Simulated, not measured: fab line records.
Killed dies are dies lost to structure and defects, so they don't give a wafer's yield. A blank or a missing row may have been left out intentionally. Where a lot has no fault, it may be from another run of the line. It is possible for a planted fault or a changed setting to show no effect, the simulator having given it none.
The tool behind it: which one? -- flow gf180mcu -- 12 lots, 36 wafers sampled, at 5 steps of a route of 602

## WHAT THE GAUGES READ, wafer by wafer
GF_M4_THK_MEAS_06: measures by xrf.
lot,measured,on,M4_ALCU_THK (nm)
L195,day 22 09:51,film metro-01,455 455 456
L196,day 23 01:47,film metro-02,466 450 455
L197,day 23 08:41,film metro-03,456 457 449
L198,day 23 16:50,film metro-03,443 438 439
L200,day 24 12:41,film metro-01,454 452 445
L201,day 24 20:53,film metro-03,462 451 456
L202,day 25 06:10,film metro-03,445 441 444
L203,day 25 15:10,film metro-02,448 449 445
L204,day 25 20:11,film metro-03,455 450 448
L208,day 27 02:56,film metro-02,452 451 450
L210,day 27 17:32,film metro-01,463 463 456
L218,day 30 04:56,film metro-03,456 457 459

GF_M4_CD_MEAS_14: the cd target is 280 nm.
lot,measured,on,cd nm (nm)
L195,day 23 08:43,cd sem-02,279.9 279.2 279.5
L196,day 24 00:57,cd sem-01,278.5 278.7 279.1
L197,day 24 06:53,cd sem-02,281.2 280.1 279.6
L198,day 24 14:53,cd sem-02,278.9 280.0 278.7
L200,day 25 10:19,cd sem-01,278.8 278.5 279.2
L201,day 25 17:48,cd sem-01,278.9 279.8 279.1
L202,day 26 02:40,cd sem-01,279.9 280.2 280.6
L203,day 26 12:08,cd sem-01,278.2 278.4 277.5
L204,day 26 16:48,cd sem-01,280.3 279.6 278.6
L208,day 27 22:44,cd sem-01,279.7 278.6 279.2
L210,day 28 12:50,cd sem-02,273.2 281.1 280.8
L218,day 30 23:10,cd sem-01,279.5 280.1 280.2

## TOOL THAT RAN EACH LOT (tool first, then ch and the chambers of the sampled wafers, then the start)
lot,GF_V3_ETCH_16,GF_M4_SPUTTER_03,GF_M4_EXPOSE_11
L195,"rie diel-01 ch 0,1,2, day 22 08:08","pvd sputter-01, day 22 09:40","krf scanner-02 ch 0, day 22 21:54"
L196,"rie diel-02 ch 0,1,3, day 22 23:50","pvd sputter-04, day 23 01:35","krf scanner-01 ch 0, day 23 13:01"
L197,"rie diel-03 ch 0,1,3, day 23 06:38","pvd sputter-04, day 23 08:31","krf scanner-01 ch 0, day 23 20:20"
L198,"rie diel-03 ch 0,1,2, day 23 15:02","pvd sputter-03, day 23 16:40","krf scanner-01 ch 0, day 24 03:59"
L200,"rie diel-03 ch 0,3, day 24 10:59","pvd sputter-03, day 24 12:31","krf scanner-02 ch 0, day 24 23:47"
L201,"rie diel-01 ch 0,1,3, day 24 19:05","pvd sputter-01, day 24 20:41","krf scanner-01 ch 0, day 25 07:11"
L202,"rie diel-03 ch 0,2, day 25 04:26","pvd sputter-03, day 25 05:58","krf scanner-02 ch 0, day 25 16:42"
L203,"rie diel-01 ch 0,1,3, day 25 13:08","pvd sputter-03, day 25 14:59","krf scanner-02 ch 0, day 26 02:17"
L204,"rie diel-01 ch 0,1, day 25 18:23","pvd sputter-04, day 25 19:59","krf scanner-02 ch 0, day 26 06:40"
L208,"rie diel-01 ch 0,2, day 27 01:05","pvd sputter-03, day 27 02:45","krf scanner-02 ch 0, day 27 12:40"
L210,"rie diel-03 ch 0,3, day 27 15:28","pvd sputter-01, day 27 17:20","krf scanner-02 ch 0, day 28 03:28"
L218,"rie diel-03 ch 0,1,3, day 30 03:14","pvd sputter-01, day 30 04:45","krf scanner-01 ch 0, day 30 14:27"
- GF_V3_ETCH_16: etches BARC in N2/H2.
- GF_M4_SPUTTER_03: material Ti, target thk 10 nm, time 6.7 s.
- GF_M4_EXPOSE_11: exposes mask Metal4, target cd 280 nm.

## WHAT THE TOOLS THEMSELVES READ (means of the sampled wafers that have a number; where no wafer has one, the mark that the record gives instead)
GF_V3_ETCH_16.
lot,tool,drypump motor current A (A),oes product au (a.u.),throttle valve pct (%)
L195,rie diel-01,5.9,0.856,13.229
L196,rie diel-02,5.9,0.853,13.229
L197,rie diel-03,5.4,0.853,13.222
L198,rie diel-03,5.7,0.854,13.238
L200,rie diel-03,5.5,0.855,13.225
L201,rie diel-01,5.8,0.858,13.229
L202,rie diel-03,5.8,0.858,13.230
L203,rie diel-01,5.8,0.852,13.233
L204,rie diel-01,6.0,0.857,13.229
L208,rie diel-01,5.7,0.856,13.223
L210,rie diel-03,5.4,0.855,13.231
L218,rie diel-03,5.4,0.856,13.227

GF_M4_SPUTTER_03.
lot,tool,throttle valve pct (%)
L195,pvd sputter-01,30.1
L196,pvd sputter-04,30.1
L197,pvd sputter-04,30.8
L198,pvd sputter-03,29.4
L200,pvd sputter-03,30.3
L201,pvd sputter-01,29.5
L202,pvd sputter-03,29.8
L203,pvd sputter-03,29.9
L204,pvd sputter-04,30.3
L208,pvd sputter-03,29.9
L210,pvd sputter-01,29.8
L218,pvd sputter-01,29.9

GF_M4_EXPOSE_11.
lot,tool,reticle temp C (C)
L195,krf scanner-02,23.03
L196,krf scanner-01,22.92
L197,krf scanner-01,23.12
L198,krf scanner-01,22.99
L200,krf scanner-02,22.92
L201,krf scanner-01,23.01
L202,krf scanner-02,23.06
L203,krf scanner-02,23.11
L204,krf scanner-02,22.93
L208,krf scanner-02,22.93
L210,krf scanner-02,23.02
L218,krf scanner-01,23.09

## THE ANSWER, worked out from the rows above alone
Rule: what is usual is taken from the lots themselves. The widest of any qualifying gaps counts: lots, ordered by their means at a reading, are off when they make up no more than a third of the lots, leave a main group of 4 or more, and stand apart from it by 3 or more times the standard deviation of that group's means. The tables above print the reading to a certain number of digits; a main group whose means all agree to those digits is not used. A lot without any number at a reading at which 4 lots or more have one is off too. All remaining lots with rows at the step are treated as sound. First the gauges in route order, then the tools' own readings, where a lot's mean is used as printed above. At the first step where some lot is off, the reading lying furthest off is the one used; lots without a number count as furthest.
Nothing can be told from this: no lot is off at any reading shown.

## WHAT THE SIMULATOR HAD PUT IN
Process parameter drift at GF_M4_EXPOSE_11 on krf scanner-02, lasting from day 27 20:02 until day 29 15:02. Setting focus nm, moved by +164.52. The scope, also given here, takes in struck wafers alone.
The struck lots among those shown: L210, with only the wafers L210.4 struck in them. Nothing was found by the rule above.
